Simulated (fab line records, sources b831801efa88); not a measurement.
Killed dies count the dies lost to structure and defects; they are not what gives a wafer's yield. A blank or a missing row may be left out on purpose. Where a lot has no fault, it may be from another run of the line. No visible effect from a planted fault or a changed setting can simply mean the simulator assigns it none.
A single fault, viewed from 2 desks || flow sky130 || each desk holds nothing but its own numbers, with what lay behind them at the end

THE METROLOGY DESK
Means of the sampled wafers that have a number, per lot and without regard to the tool the lot ran on: this is what the gauges read. The brackets show how far a lot's mean lies from the usual mean; more than 4 standard deviations puts the lot out of limits, marked OUT.
Columns: A = VIA4_W_THK at SKY_VIA4_THK_MEAS_20, usual 515 nm; B = PASSIVATION_CVD_02_THK at SKY_PASSIVATION_THK_MEAS_03, usual 540 nm
{"lot": "L116", "first seen here": "day 43 00:04", "A": 517, "B": 545}
{"lot": "L117", "first seen here": "day 43 11:55", "A": 514, "B": 543}
{"lot": "L119", "first seen here": "day 44 08:37", "A": 513, "B": 539}
{"lot": "L120", "first seen here": "day 44 14:28", "A": 520, "B": 539}
{"lot": "L123", "first seen here": "day 45 01:01", "A": 522, "B": 536}
{"lot": "L124", "first seen here": "day 45 04:59", "A": 514, "B": 549}
{"lot": "L126", "first seen here": "day 45 21:05", "A": 512, "B": 540}
{"lot": "L127", "first seen here": "day 45 23:42", "A": 517, "B": 542}
{"lot": "L128", "first seen here": "day 46 03:33", "A": 522, "B": 545}
{"lot": "L136", "first seen here": "day 48 07:08", "A": 514, "B": "597 (+7.9) OUT"}
{"lot": "L137", "first seen here": "day 48 09:46", "A": 519, "B": "591 (+7.1) OUT"}
{"lot": "L138", "first seen here": "day 48 18:23", "A": 515, "B": 535}
This desk reports L136, L137 out of limits; the earliest was L136 at day 49 02:55 (PASSIVATION_CVD_02_THK at SKY_PASSIVATION_THK_MEAS_03). In limits: L116, L117, L119, L120, L123, L124, L126, L127, L128, L138.

DESK OF THE TOOL OWNER: pecvd-04
The tool's own readings at SKY_PASSIVATION_CVD_02 (deposits Si3N4, target thk 540 nm): means of the sampled wafers that have a number, for each lot that ran on this tool. The brackets show how far a lot's mean lies from the usual mean; more than 4 standard deviations puts the lot out of limits, marked OUT.
Columns: A = heater-power-w at SKY_PASSIVATION_CVD_02, usual 711 W; B = rf-fwd-power-W at SKY_PASSIVATION_CVD_02, usual 449.1 W
{"lot": "L117", "first seen here": "day 44 11:34", "A": 697, "B": 449.5}
{"lot": "L123", "first seen here": "day 45 23:14", "A": 712, "B": 451.2}
{"lot": "L126", "first seen here": "day 46 18:43", "A": 698, "B": 448.7}
{"lot": "L128", "first seen here": "day 47 01:20", "A": 697, "B": 450.0}
{"lot": "L136", "first seen here": "day 49 02:34", "A": 644, "B": "628.5 (+99 or more) OUT"}
{"lot": "L137", "first seen here": "day 49 05:20", "A": 643, "B": "628.6 (+99 or more) OUT"}
This desk's verdict: out of limits on L136, L137, starting with L136 at day 49 02:34 (rf-fwd-power-W at SKY_PASSIVATION_CVD_02). In limits: L117, L123, L126, L128.

BROUGHT TOGETHER
An alarm could have come from the tool owner's desk at day 49 02:34, on L136, L137.
L136, L137 would have let the metrology desk raise an alarm at day 49 02:55.
All the named lots went through SKY_PASSIVATION_CVD_02 on pecvd-04.

WHAT HAD BEEN PUT IN BY THE SIMULATOR
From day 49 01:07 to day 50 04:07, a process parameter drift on pecvd-04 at SKY_PASSIVATION_CVD_02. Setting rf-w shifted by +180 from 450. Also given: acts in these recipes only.
Shown lots that were struck: L136, L137.
Hours from the fault's start to each desk's first reading out of limits: the tool owner's desk, 1; the metrology desk, 2.
